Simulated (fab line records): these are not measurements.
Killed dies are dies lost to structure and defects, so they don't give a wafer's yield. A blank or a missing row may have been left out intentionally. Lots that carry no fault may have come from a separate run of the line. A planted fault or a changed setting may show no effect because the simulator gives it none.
fab line records	flow sky130
[record] lots = 5	wafers = 14	last-day = 51
route steps=708 shown DNWELL@41 PWDE@45 NWELL@56 VT_ADJUST_HVTP@85 PAD_OPEN@708
lots untouched by any fault: they come from a run of this same line in which no faults occurred
start-h: hours from the record's opening day to when the first of the lot's shown wafers began	wait-h: hours elapsed since this lot's preceding step	" as in the row above	L1.1+2: a row that stands for several wafers	- no value, or no start was given	* or withheld: withheld	< > ~ a bound
route shown NAME@n: a module of which the file shows steps, and the number in the route of the first	usual: mean/standard deviation of fault-free wafers	same: alike in all rows	chamber/n: place in a boat	sites: the reading at each site	_std_site: the standard deviation of these	_edge_site: outer sites' mean less inner sites'	radius-mm: how far each site lies from the wafer's centre	mask NAME#n: copy n	behind: the tool/chamber that last shaped the wafer	hold: the reason the lot was held/the length of the hold in hours/how it ended	device: the transistor (n, p or np) that didn't switch	end of line: tests of these same wafers at the route's end	step lacking rows: just its recipe	killed: at the first sort, the dies lost to defects and structure; wafer yield is something else	map: the dies of a wafer, with x for killed, . for not killed, _ for no die there
set.NAME: the setting that was run; set.NAME@STEP: the one run at that earlier step	model.NAME: the simulator's own value behind a step, which no gauge read
a table for each step, a row for each wafer; lots at some steps of the route
services: a tool's chamber out of use, with start hour (start-h, from the record's first day; less than 0 if before it), hours out, and reason
[[steps]]
[step SKY_DNWELL_DEVELOP_06]
[recipe] wall-angle-deg = 90	developer = TMAH	develop-time-s = 60	dev-temp-c = 23
[step SKY_DNWELL_IMPLANT_07]
[recipe] species = P	energy-kev = withheld	dose-cm2 = withheld	tilt-deg = withheld
[step SKY_DNWELL_STRIP_08]
[recipe] chemistry = O2/N2	power-w = 1400	pressure-mtorr = 1500	platen-temp-c = withheld	o2-flow-sccm = 3000	n2-flow-sccm = 300	overash-fraction = 0.5
[usual] drypump-motor-current-A = 5.9/0.47	o2-flow-sccm = 3001/8.6	oes-product-au = 0.722/0.0044	strip-time-to-endpoint-s = 36.91/0.09
lot.wafer	tool	chamber	start-h	wait-h	drypump-motor-current-A	o2-flow-sccm	oes-product-au	rf-hours-counter-h	strip-time-to-endpoint-s
L242.2	plasma-asher-03	1	76.64	0.1	6.1	2993	0.722	33	36.93
L242.3	"	0	"	"	5.4	2997	0.727	-	36.92
L242.5	"	0	"	"	5.4	3000	0.725	-	36.79
L249.4	plasma-asher-04	1	108.46	0.1	6.0	2990	0.719	-	36.70
L249.6	"	1	"	"	6.1	2988	0.723	-	36.59
L255.1	plasma-asher-03	0	141.92	0.1	5.4	3005	0.724	40	36.90
L255.5	"	0	"	"	5.4	3003	0.718	-	36.93
L255.6	"	1	"	"	6.1	3011	0.714	-	36.91
L259.1	plasma-asher-03	1	169.02	0.1	6.1	3002	0.728	42	36.91
L259.2	"	0	"	"	5.4	3001	0.717	42	37.00
L259.6	"	0	"	"	5.4	3003	0.721	-	36.98
L261.2	plasma-asher-03	1	172.67	0.1	6.1	2995	0.732	43	37.12
L261.5	"	0	"	"	5.4	3008	0.726	-	37.13
L261.6	"	1	"	"	6.1	2979	0.721	-	37.06
[step SKY_DNWELL_TW_MEAS_09]
[usual] DNWELL_TW = 1116/8.1
lot.wafer	tool	chamber	start-h	wait-h	DNWELL_TW
L242.2	film-metro-03	-	76.75	0.1	1115
L242.3	"	-	"	"	1122
L242.5	"	-	"	"	1123
L249.4	film-metro-03	-	108.56	0.1	1111
L249.6	"	-	"	"	1111
L255.1	film-metro-01	-	142.02	0.1	1112
L255.5	"	-	"	"	1104
L255.6	"	-	"	"	1108
L259.1	film-metro-03	-	169.12	0.1	1128
L259.2	"	-	"	"	1130
L259.6	"	-	"	"	1130
L261.2	film-metro-01	-	172.78	0.1	1114
L261.5	"	-	"	"	1117
L261.6	"	-	"	"	1112
[step SKY_PWDE_DEHYDRATE_00]
[recipe] temp-c = 200	time-s = 60
[step SKY_PWDE_HMDS_01]
[recipe] prime-time-s = 60	prime-temp-c = 120
[step SKY_PWDE_COAT_02]
[recipe] spin-rpm = 2000	resist-thk-nm = 3000
[step SKY_PWDE_SOFTBAKE_03]
[recipe] temp-c = 110	time-s = withheld
[step SKY_PWDE_EXPOSE_04]
[recipe] mask-id = PWDEM	na = 0.6	source-shape = conventional	sigma-outer = 0.6	polarization = unpolarized	target-cd-nm = 840	dose-mj = 214
[step SKY_PWDE_PEB_05]
[recipe] temp-c = 115	time-s = withheld
[step SKY_PWDE_DEVELOP_06]
[recipe] wall-angle-deg = 90	developer = TMAH	develop-time-s = 60	dev-temp-c = 23
[step SKY_PWDE_OVL_MEAS_07]
[usual] PWDE_OVL = 0.7/1.4
lot.wafer	tool	chamber	start-h	wait-h	PWDE_OVL[nm]
L242.2	overlay-02	-	94.45	-	0.1
L242.3	"	-	"	"	-0.7
L242.5	"	-	"	"	0.8
L249.4	overlay-01	-	127.66	-	2.8
L249.6	"	-	"	"	2.3
L255.1	overlay-02	-	162.24	-	-0.5
L255.5	"	-	"	"	0.1
L255.6	"	-	"	"	-1.0
L259.1	overlay-01	-	190.79	-	0.3
L259.2	"	-	"	"	0.1
L259.6	"	-	"	"	0.5
L261.2	overlay-02	-	195.22	-	0.9
L261.5	"	-	"	"	2.2
L261.6	"	-	"	"	2.0
[step SKY_PWDE_IMPLANT_08]
[recipe] species = B	energy-kev = 150	dose-cm2 = 3.6e+12	tilt-deg = withheld
lot.wafer	tool	chamber	start-h	wait-h
L242.2+3+5	implanter-02	0	94.51	0.0
L249.4+6	implanter-04	0	127.75	0.1
L255.1+5+6	implanter-03	0	162.56	0.3
L259.1+2+6	implanter-04	0	190.83	0.0
L261.2+5+6	implanter-04	0	195.28	0.0
[step SKY_PWDE_STRIP_09]
[recipe] chemistry = O2/N2	power-w = 1400	pressure-mtorr = 1500	platen-temp-c = withheld	o2-flow-sccm = 3000	n2-flow-sccm = 300	overash-fraction = 0.5
[usual] drypump-motor-current-A = 5.6/0.5	o2-flow-sccm = 3002/8.3	oes-product-au = 0.722/0.0047	strip-time-to-endpoint-s = 36.89/0.11
lot.wafer	tool	chamber	start-h	wait-h	drypump-motor-current-A	o2-flow-sccm	oes-product-au	rf-hours-counter-h	strip-time-to-endpoint-s
L242.2	plasma-asher-01	0	94.63	0.1	5.0	2994	0.723	43	37.08
L242.3	"	1	"	"	5.8	3017	0.721	-	37.16
L242.5	"	1	"	"	5.8	3001	0.717	-	37.00
L249.4	plasma-asher-01	1	127.86	0.1	5.9	2992	0.718	-	36.82
L249.6	"	0	"	"	5.0	3015	0.726	-	36.86
L255.1	plasma-asher-01	0	162.71	0.1	5.0	3007	0.719	4	36.60
L255.5	"	0	"	"	5.0	3010	0.718	-	36.69
L255.6	"	1	"	"	5.8	3000	0.726	-	36.71
L259.1	plasma-asher-02	0	190.98	0.1	5.5	3004	0.720	40	36.79
L259.2	"	1	"	"	5.2	3021	0.727	40	36.80
L259.6	"	1	"	"	5.2	3004	0.716	-	36.70
L261.2	plasma-asher-02	1	195.40	0.1	5.2	3020	0.722	40	36.91
L261.5	"	1	"	"	5.2	3001	0.716	-	36.94
L261.6	"	0	"	"	5.5	3009	0.724	-	36.92
[step SKY_PWDE_TW_MEAS_10]
[usual] PWDE_TW = 375.2/2.1
lot.wafer	tool	chamber	start-h	wait-h	PWDE_TW
L242.2	film-metro-03	-	94.74	0.1	374.6
L242.3	"	-	"	"	375.4
L242.5	"	-	"	"	372.5
L249.4	film-metro-03	-	127.96	0.1	374.7
L249.6	"	-	"	"	368.2
L255.1	film-metro-03	-	162.81	0.1	373.6
L255.5	"	-	"	"	374.1
L255.6	"	-	"	"	374.8
L259.1	film-metro-03	-	191.08	0.1	374.4
L259.2	"	-	"	"	374.3
L259.6	"	-	"	"	375.7
L261.2	film-metro-01	-	195.51	0.1	372.8
L261.5	"	-	"	"	370.5
L261.6	"	-	"	"	369.9
[step SKY_NWELL_DEHYDRATE_03]
[recipe] temp-c = 200	time-s = 60
[step SKY_NWELL_HMDS_04]
[recipe] prime-time-s = 60	prime-temp-c = 120
[step SKY_NWELL_COAT_05]
[recipe] spin-rpm = 2000	resist-thk-nm = 3000
[step SKY_NWELL_SOFTBAKE_06]
[recipe] temp-c = 110	time-s = withheld
[step SKY_NWELL_EXPOSE_07]
[recipe] mask-id = NWM	na = 0.6	source-shape = conventional	sigma-outer = 0.6	polarization = unpolarized	target-cd-nm = 840	dose-mj = 255
[step SKY_NWELL_PEB_08]
[recipe] temp-c = 115	time-s = withheld
[step SKY_NWELL_DEVELOP_09]
[recipe] wall-angle-deg = 90	developer = TMAH	develop-time-s = 60	dev-temp-c = 23
[step SKY_NWELL_OVL_MEAS_10]
[usual] NWELL_00_OVL = -0.9/1.2
lot.wafer	tool	chamber	start-h	wait-h	NWELL_00_OVL[nm]
L242.2	overlay-01	-	113.38	-	-1.4
L242.3	"	-	"	"	-0.5
L242.5	"	-	"	"	-0.6
L249.4	overlay-02	-	147.14	-	-0.3
L249.6	"	-	"	"	0.2
L255.1	overlay-01	-	184.59	-	0.2
L255.5	"	-	"	"	-0.7
L255.6	"	-	"	"	-0.6
L259.1	overlay-01	-	212.53	-	-0.4
L259.2	"	-	"	"	-0.5
L259.6	"	-	"	"	-1.3
L261.2	overlay-01	-	218.10	-	-1.9
L261.5	"	-	"	"	-0.6
L261.6	"	-	"	"	-1.2
[step SKY_NWELL_IMPLANT_11]
[recipe] species = P	energy-kev = 400	dose-cm2 = 1.9e+13	tilt-deg = withheld
[step SKY_NWELL_IMPLANT_12]
[recipe] species = P	energy-kev = 120	dose-cm2 = 1.3e+12	tilt-deg = withheld
[step SKY_NWELL_IMPLANT_13]
[recipe] species = P	energy-kev = 50	dose-cm2 = 7e+11	tilt-deg = withheld
[step SKY_NWELL_STRIP_14]
[recipe] chemistry = O2/N2	power-w = 1400	pressure-mtorr = 1500	platen-temp-c = withheld	o2-flow-sccm = 3000	n2-flow-sccm = 300	overash-fraction = 0.5
[usual] drypump-motor-current-A = 5.5/0.4	o2-flow-sccm = 3000/11	oes-product-au = 0.723/0.0047	strip-time-to-endpoint-s = 36.87/0.12
lot.wafer	tool	chamber	start-h	wait-h	drypump-motor-current-A	o2-flow-sccm	oes-product-au	rf-hours-counter-h	strip-time-to-endpoint-s
L242.2	plasma-asher-03	1	113.86	0.1	6.1	2994	0.724	37	37.04
L242.3	"	0	"	"	5.4	3005	0.716	-	37.00
L242.5	"	0	"	"	5.3	2996	0.726	-	37.01
L249.4	plasma-asher-02	0	147.76	0.1	5.4	3007	0.726	-	36.94
L249.6	"	0	"	"	5.4	2996	0.726	-	36.98
L255.1	plasma-asher-03	0	185.08	0.1	5.4	2995	0.726	44	36.87
L255.5	"	1	"	"	6.1	3017	0.719	-	36.82
L255.6	"	0	"	"	5.4	2994	0.709	-	36.80
L259.1	plasma-asher-03	1	213.01	0.1	6.1	2987	0.719	47	36.79
L259.2	"	0	"	"	5.4	2985	0.720	47	36.78
L259.6	"	0	"	"	5.4	3008	0.716	-	36.92
L261.2	plasma-asher-03	0	218.58	0.1	5.4	3010	0.712	48	36.84
L261.5	"	1	"	"	6.2	3001	0.727	-	36.79
L261.6	"	0	"	"	5.4	3008	0.722	-	36.88
[step SKY_NWELL_TW_MEAS_15]
[usual] NWELL_TW = 1828/12
lot.wafer	tool	chamber	start-h	wait-h	NWELL_TW
L242.2	film-metro-03	-	113.97	0.1	1819
L242.3	"	-	"	"	1824
L242.5	"	-	"	"	1823
L249.4	film-metro-03	-	147.86	0.1	1814
L249.6	"	-	"	"	1828
L255.1	film-metro-03	-	185.18	0.1	1846
L255.5	"	-	"	"	1827
L255.6	"	-	"	"	1831
L259.1	film-metro-02	-	213.11	0.1	1820
L259.2	"	-	"	"	1820
L259.6	"	-	"	"	1818
L261.2	film-metro-02	-	218.69	0.1	1837
L261.5	"	-	"	"	1836
L261.6	"	-	"	"	1836
[step SKY_NWELL_DEHYDRATE_16]
[recipe] temp-c = 200	time-s = 60
[step SKY_NWELL_HMDS_17]
[recipe] prime-time-s = 60	prime-temp-c = 120
[step SKY_NWELL_COAT_18]
[recipe] spin-rpm = 2000	resist-thk-nm = 3000
[step SKY_NWELL_SOFTBAKE_19]
[recipe] temp-c = 110	time-s = withheld
[step SKY_NWELL_EXPOSE_20]
[recipe] mask-id = NWM_COMPLEMENT	na = 0.6	source-shape = conventional	sigma-outer = 0.6	polarization = unpolarized	target-cd-nm = 840	dose-mj = 260
[step SKY_NWELL_PEB_21]
[recipe] temp-c = 115	time-s = withheld
[step SKY_NWELL_DEVELOP_22]
[recipe] wall-angle-deg = 90	developer = TMAH	develop-time-s = 60	dev-temp-c = 23
[step SKY_NWELL_OVL_MEAS_23]
[usual] NWELL_01_OVL = 0.6/1.2
lot.wafer	tool	chamber	start-h	wait-h	NWELL_01_OVL[nm]
L242.2	overlay-02	-	133.38	-	1.5
L242.3	"	-	"	"	1.5
L242.5	"	-	"	"	-0.3
L249.4	overlay-01	-	168.51	-	0.3
L249.6	"	-	"	"	0.0
L255.1	overlay-01	-	206.38	-	0.2
L255.5	"	-	"	"	1.0
L255.6	"	-	"	"	1.9
L259.1	overlay-02	-	235.79	-	2.3
L259.2	"	-	"	"	3.1
L259.6	"	-	"	"	2.2
L261.2	overlay-01	-	240.65	-	0.6
L261.5	"	-	"	"	1.5
L261.6	"	-	"	"	0.5
[step SKY_NWELL_IMPLANT_24]
[recipe] species = B	energy-kev = 140	dose-cm2 = 9.2e+12	tilt-deg = withheld
[step SKY_NWELL_STRIP_25]
[recipe] chemistry = O2/N2	power-w = 1400	pressure-mtorr = 1500	platen-temp-c = withheld	o2-flow-sccm = 3000	n2-flow-sccm = 300	overash-fraction = 0.5
[usual] drypump-motor-current-A = 5.5/0.39	o2-flow-sccm = 3000/9.5	oes-product-au = 0.722/0.0045	strip-time-to-endpoint-s = 36.91/0.1
lot.wafer	tool	chamber	start-h	wait-h	drypump-motor-current-A	o2-flow-sccm	oes-product-au	rf-hours-counter-h	strip-time-to-endpoint-s
L242.2	plasma-asher-01	0	133.56	0.1	5.0	3013	0.724	2	36.83
L242.3	"	0	"	"	5.0	3000	0.714	-	36.79
L242.5	"	1	"	"	5.8	3007	0.723	-	36.76
L249.4	plasma-asher-02	1	168.71	0.1	5.2	3008	0.731	-	36.97
L249.6	"	0	"	"	5.5	2996	0.726	-	36.96
L255.1	plasma-asher-03	0	206.56	0.1	5.4	2999	0.723	46	37.08
L255.5	"	1	"	"	6.1	2999	0.721	-	36.94
L255.6	"	0	"	"	5.4	3005	0.723	-	36.81
L259.1	plasma-asher-03	1	235.98	0.1	6.2	2999	0.725	49	36.91
L259.2	"	0	"	"	5.4	2991	0.718	49	36.91
L259.6	"	1	"	"	6.2	2989	0.725	-	36.93
L261.2	plasma-asher-02	1	240.83	0.1	5.2	2999	0.724	43	36.77
L261.5	"	0	"	"	5.5	3009	0.720	-	36.79
L261.6	"	1	"	"	5.2	2982	0.721	-	36.74
[step SKY_NWELL_TW_MEAS_26]
[usual] NWELL_2_TW = 497/3.1
lot.wafer	tool	chamber	start-h	wait-h	NWELL_2_TW
L242.2	film-metro-01	-	133.67	0.1	495
L242.3	"	-	"	"	493
L242.5	"	-	"	"	494
L249.4	film-metro-02	-	168.81	0.1	499
L249.6	"	-	"	"	498
L255.1	film-metro-01	-	206.66	0.1	495
L255.5	"	-	"	"	495
L255.6	"	-	"	"	492
L259.1	film-metro-02	-	236.08	0.1	505
L259.2	"	-	"	"	501
L259.6	"	-	"	"	500
L261.2	film-metro-03	-	240.94	0.1	496
L261.5	"	-	"	"	499
L261.6	"	-	"	"	499
[step SKY_NWELL_CLEAN_27]
[recipe] chemistry = SC1/SC2	mix = 1:4:20	temp-c = 70	time-s = 150	dry = n2-spin
[step SKY_NWELL_RTA_28]
[recipe] temp-c = 1050	time-s = 30	idle-temp-c = 650	ramp-up-c-per-s = 150	ramp-down-c-per-s = 90	ambient = N2
[usual] lamp-power-pct = 25.30/0.058	ramp-down-c-per-s = 90.000/0.017	wafer_temp_C_max = 1054.8/0.96
lot.wafer	tool	chamber	start-h	wait-h	lamp-power-pct	ramp-down-c-per-s	wafer_temp_C_max
L242.2	rtp-anneal-02	0	133.79	0.0	25.30	89.999	1054.0
L242.3	"	0	"	"	25.30	89.979	1056.8
L242.5	"	0	"	"	25.40	89.996	1053.4
L249.4	rtp-anneal-02	0	168.95	0.1	25.40	90.032	1054.9
L249.6	"	0	"	"	25.24	90.014	1054.3
L255.1	rtp-anneal-01	0	206.77	0.0	25.29	90.043	1054.1
L255.5	"	0	"	"	25.35	89.989	1054.6
L255.6	"	0	"	"	25.32	89.985	1055.6
L259.1	rtp-anneal-02	0	236.19	0.0	25.32	90.022	1054.5
L259.2	"	0	"	"	25.29	90.019	1055.2
L259.6	"	0	"	"	25.37	90.009	1055.2
L261.2	rtp-anneal-02	0	241.06	0.0	25.32	90.001	1054.6
L261.5	"	0	"	"	25.26	90.019	1054.9
L261.6	"	0	"	"	25.36	90.007	1053.6
[step SKY_NWELL_RS_MEAS_29]
[recipe] thk-meas-gauge = four-point-probe
[usual] NWELL_RS = 624.2/1.9
lot.wafer	tool	chamber	start-h	wait-h	NWELL_RS[ohm/sq]
L242.2	film-metro-03	-	133.89	0.1	627.2
L242.3	"	-	"	"	626.3
L242.5	"	-	"	"	626.5
L249.4	film-metro-02	-	169.06	0.1	624.5
L249.6	"	-	"	"	624.7
L255.1	film-metro-02	-	206.87	0.1	623.7
L255.5	"	-	"	"	622.9
L255.6	"	-	"	"	624.8
L259.1	film-metro-03	-	236.29	0.1	628.4
L259.2	"	-	"	"	626.2
L259.6	"	-	"	"	627.4
L261.2	film-metro-02	-	241.16	0.1	625.6
L261.5	"	-	"	"	624.7
L261.6	"	-	"	"	624.8
[step SKY_NWELL_RS_MEAS_31]
[recipe] thk-meas-gauge = four-point-probe
[usual] PWDE_RS = 5274/16
lot.wafer	tool	chamber	start-h	wait-h	hold	PWDE_RS[ohm/sq]
L242.2	film-metro-03	-	134.13	0.1	-	5285
L242.3	"	-	"	"	-	5270
L242.5	"	-	"	"	-	5294
L249.4	film-metro-02	-	169.30	0.1	await-dispo/0.2h/release	5264
L249.6	"	-	"	"	await-dispo/0.2h/release	5599
L249.4	film-metro-02	-	169.58	0.3	-	5261
L249.6	"	-	"	"	-	5607
L255.1	film-metro-02	-	207.11	0.1	-	5279
L255.5	"	-	"	"	-	5291
L255.6	"	-	"	"	-	5282
L259.1	film-metro-03	-	236.53	0.1	-	5296
L259.2	"	-	"	"	-	5301
L259.6	"	-	"	"	-	5299
L261.2	film-metro-02	-	241.40	0.1	-	5287
L261.5	"	-	"	"	-	5276
L261.6	"	-	"	"	-	5282
[step SKY_VT_ADJUST_HVTP_DEHYDRATE_00]
[recipe] temp-c = 200	time-s = 60
[usual] resist-line-temp-C = 23.00/0.1
lot.wafer	tool	chamber	start-h	wait-h	hold	resist-line-temp-C
L242.2	litho-track-02	0	144.09	9.9	-	22.96
L242.3	"	0	"	"	-	23.02
L242.5	"	0	"	"	-	23.07
L249.4	litho-track-04	0	179.47	9.9	await-dispo/1.7h/release	22.79
L249.6	"	0	"	"	await-dispo/1.7h/release	22.79
L255.1	litho-track-01	0	218.08	10.9	-	23.08
L255.5	"	0	"	"	-	23.08
L255.6	"	0	"	"	-	23.18
L259.1	litho-track-04	0	247.19	10.6	-	23.00
L259.2	"	0	"	"	-	23.10
L259.6	"	0	"	"	-	23.03
L261.2	litho-track-04	0	253.12	11.7	-	22.82
L261.5	"	0	"	"	-	22.87
L261.6	"	0	"	"	-	22.71
[step SKY_PAD_OPEN_PROBE_99]
[usual] killed_at_M0_to_M3 = 44/7.2	killed_at_M4_up = 2.9/1.8	killed-at-contacts = 24/5.2	killed-at-front-end = 15/4	killed-at-other = 0.2/0.49	killed-dies = 85/9.1	killed-on-rim = 17/3.7	killed-open = 47/6.8	killed-short = 38/5.7
[same] gross-dies = 492	killed-at-back-side = 0
lot.wafer	tool	chamber	start-h	wait-h	killed_at_M0_to_M3	killed_at_M4_up	killed-at-contacts	killed-at-front-end	killed-at-other	killed-dies	killed-on-rim	killed-open	killed-short	model.etest.res_p_drift_20v.line-ohm-um	model.etest.res_p_drift_20v.rs-ohm-sq	model.etest.res-pwde-under-gate.rs-ohm-sq
L242.2	prober-01	-	1124.19	0.1	37	2	25	12	0	76	16	46	30	1.12e+04	9301	6133
L242.3	prober-01	-	1124.24	0.2	44	4	20	21	0	89	18	46	43	1.122e+04	9319	6211
L242.5	prober-01	-	1124.34	0.2	46	1	26	14	0	87	15	55	32	1.148e+04	9560	6215
L249.4	prober-02	-	1156.99	0.2	33	5	26	16	0	80	15	42	38	1.164e+04	9870	6145
L249.6	prober-02	-	1157.09	0.2	44	3	17	10	0	74	15	42	32	1.42e+04	1.203e+04	7009
L255.1	prober-02	-	1186.57	0.1	44	1	32	13	0	90	16	53	37	1.095e+04	8941	6078
L255.5	prober-02	-	1186.77	0.2	40	4	29	22	0	95	16	54	41	1.105e+04	9192	6200
L255.6	prober-02	-	1186.82	0.2	49	2	21	10	0	82	15	55	27	1.088e+04	9046	6173
L259.1	prober-02	-	1205.45	0.1	34	5	16	10	0	65	12	36	29	1.207e+04	1.014e+04	6255
L259.2	prober-02	-	1205.50	0.1	49	1	24	7	0	81	16	48	33	1.122e+04	9506	6282
L259.6	prober-02	-	1205.70	0.2	45	1	20	10	0	76	11	38	38	1.158e+04	9666	6217
L261.2	prober-02	-	1212.96	0.1	40	2	14	14	1	71	17	40	31	1.18e+04	9945	6264
L261.5	prober-02	-	1213.11	0.2	40	5	21	11	0	77	10	46	31	1.124e+04	9407	6242
L261.6	prober-02	-	1213.16	0.2	53	3	14	14	0	84	13	50	34	1.186e+04	1.002e+04	6274
// killed by level:class
L242.2 CONTACT:geometric-particle:open=12 VIA1:geometric-particle:open=7 LI_CONTACT:geometric-particle:open=6 CONTACT:geometric-particle:short=5 METAL1:geometric-particle:short=5 POLY_GATE:geometric-particle:short=4 VIA3:geometric-particle:open=4 FIELD_ISO:geometric-particle:open=3
L242.3 VIA1:geometric-particle:open=11 CONTACT:geometric-particle:open=9 VIA2:geometric-particle:open=7 POLY_GATE:geometric-particle:short=6 FIELD_ISO:geometric-particle:short=5 VIA3:geometric-particle:open=5 VIA1:geometric-particle:short=5 FIELD_ISO:geometric-particle:open=4
L242.5 CONTACT:geometric-particle:open=17 VIA1:geometric-particle:open=13 VIA1:geometric-particle:short=8 VIA2:geometric-particle:open=7 METAL1:geometric-particle:short=5 POLY_GATE:geometric-particle:open=4 LI_CONTACT:geometric-particle:open=4 METAL2:geometric-particle:short=4
L249.4 LI_CONTACT:geometric-particle:open=11 VIA3:geometric-particle:open=7 VIA1:geometric-particle:open=6 CONTACT:geometric-particle:open=5 METAL1:geometric-particle:short=5 METAL4:geometric-particle:short=4 LI_CONTACT:geometric-particle:short=4 VIA1:geometric-particle:short=4
L249.6 CONTACT:geometric-particle:open=8 VIA1:geometric-particle:open=8 VIA1:geometric-particle:short=7 VIA2:geometric-particle:open=5 LI_CONTACT:geometric-particle:open=4 METAL1:geometric-particle:short=4 METAL2:geometric-particle:short=4 VIA3:geometric-particle:open=4
L255.1 CONTACT:geometric-particle:open=14 VIA1:geometric-particle:open=10 LI_CONTACT:geometric-particle:open=9 METAL2:geometric-particle:short=9 FIELD_ISO:geometric-particle:open=6 VIA2:geometric-particle:open=5 LI_CONTACT:geometric-particle:short=4 METAL3:geometric-particle:short=4
L255.5 CONTACT:geometric-particle:open=10 VIA1:geometric-particle:short=10 VIA1:geometric-particle:open=10 VIA2:geometric-particle:open=9 LI_CONTACT:geometric-particle:open=8 FIELD_ISO:geometric-particle:short=6 FIELD_ISO:geometric-particle:open=5 CONTACT:geometric-particle:short=5
L255.6 VIA3:geometric-particle:open=12 CONTACT:geometric-particle:open=10 VIA1:geometric-particle:open=8 VIA2:geometric-particle:open=7 VIA3:geometric-particle:short=5 METAL2:geometric-particle:short=4 LI_CONTACT:geometric-particle:open=4 VIA1:geometric-particle:short=4
L259.1 VIA1:geometric-particle:open=10 VIA3:geometric-particle:open=7 CONTACT:geometric-particle:open=6 VIA1:geometric-particle:short=6 LOCAL_INTERCONNECT:geometric-particle:short=5 VIA2:geometric-particle:open=4 FIELD_ISO:geometric-particle:short=3 FIELD_ISO:geometric-particle:open=3
L259.2 VIA3:geometric-particle:open=10 VIA1:geometric-particle:open=10 CONTACT:geometric-particle:open=9 LOCAL_INTERCONNECT:geometric-particle:short=5 METAL2:geometric-particle:short=5 METAL1:geometric-particle:short=5 POLY_GATE:geometric-particle:open=4 LI_CONTACT:geometric-particle:open=4
L259.6 VIA1:geometric-particle:open=12 LI_CONTACT:geometric-particle:short=6 VIA3:geometric-particle:open=6 CONTACT:geometric-particle:open=5 VIA1:geometric-particle:short=5 METAL2:geometric-particle:short=5 VIA2:geometric-particle:open=5 METAL3:geometric-particle:short=5
L261.2 VIA3:geometric-particle:open=11 VIA1:geometric-particle:open=7 CONTACT:geometric-particle:open=5 METAL1:geometric-particle:short=5 FIELD_ISO:geometric-particle:open=4 METAL3:geometric-particle:short=4 LOCAL_INTERCONNECT:geometric-particle:short=4 VIA1:geometric-particle:short=4
L261.5 VIA1:geometric-particle:open=9 CONTACT:geometric-particle:open=8 VIA2:geometric-particle:open=7 METAL1:geometric-particle:short=6 LI_CONTACT:geometric-particle:short=5 VIA3:geometric-particle:open=5 VIA1:geometric-particle:short=4 POLY_GATE:geometric-particle:short=3
L261.6 VIA1:geometric-particle:open=15 METAL1:geometric-particle:short=11 VIA3:geometric-particle:open=10 POLY_GATE:geometric-particle:open=7 VIA2:geometric-particle:open=6 LOCAL_INTERCONNECT:geometric-particle:short=4 CONTACT:geometric-particle:open=4 METAL2:geometric-particle:short=4
[[services]]
tool	chamber	start-h	hours	kind
plasma-asher-03	-	69.10	0.9	repair
implanter-02	-	77.05	5.1	pm
rtp-anneal-01	-	85.51	4.8	pm
implanter-02	-	98.30	71.4	pm
plasma-asher-01	-	108.75	9.0	pm
plasma-asher-01	0	108.75	9.0	vent-cycle
plasma-asher-01	1	108.75	9.0	vent-cycle
implanter-03	-	108.96	0.9	repair
plasma-asher-01	0	117.75	-	clean
plasma-asher-01	1	117.75	-	clean
implanter-03	-	126.17	3.8	repair
implanter-04	-	161.18	2.4	pm
plasma-asher-02	-	181.92	0.7	repair
plasma-asher-02	-	197.13	12.9	repair
implanter-04	-	210.68	19.3	pm
implanter-03	-	222.49	14.6	repair
implanter-04	-	238.25	2.0	repair
rtp-anneal-02	-	239.91	1.0	pm
rtp-anneal-02	-	243.70	2.2	repair
implanter-03	-	246.97	1.9	repair
implanter-04	-	250.15	6.0	repair
[[key]]
[first-sign] step = SKY_PWDE_TW_MEAS_10	reading = PWDE_TW	direction = down	sigmas = 3.4	usual = 375.2	struck = 368.2
[effect] step = SKY_NWELL_RS_MEAS_31	reading = PWDE_RS	direction = up	sigmas = 20	usual = 5274	struck = 5599
[model-effect] step = SKY_PAD_OPEN_PROBE_99	value = etest.res_p_drift_20v.line-ohm-um	without = 1.25e+04	struck = 1.42e+04
met-at SKY_PWDE_IMPLANT_08
struck-wafers L249.6
tester-left-out L249
[fault] kind = process-parameter-drift	tool = implanter-04	chamber = -	onset-h = 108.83	steps = SKY_PWDE_IMPLANT_08	channel = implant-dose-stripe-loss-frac	offset = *	shape = step	end-h = 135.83	scope = struck-wafers-only
// tester-left-out: of these lots the tester's yield and bins aren't shown, on N5 and GAA mostly nor the transistor test; their killed dies are dies lost to structure and defects alone, not to doping, threshold or leakage, so they don't give the yield
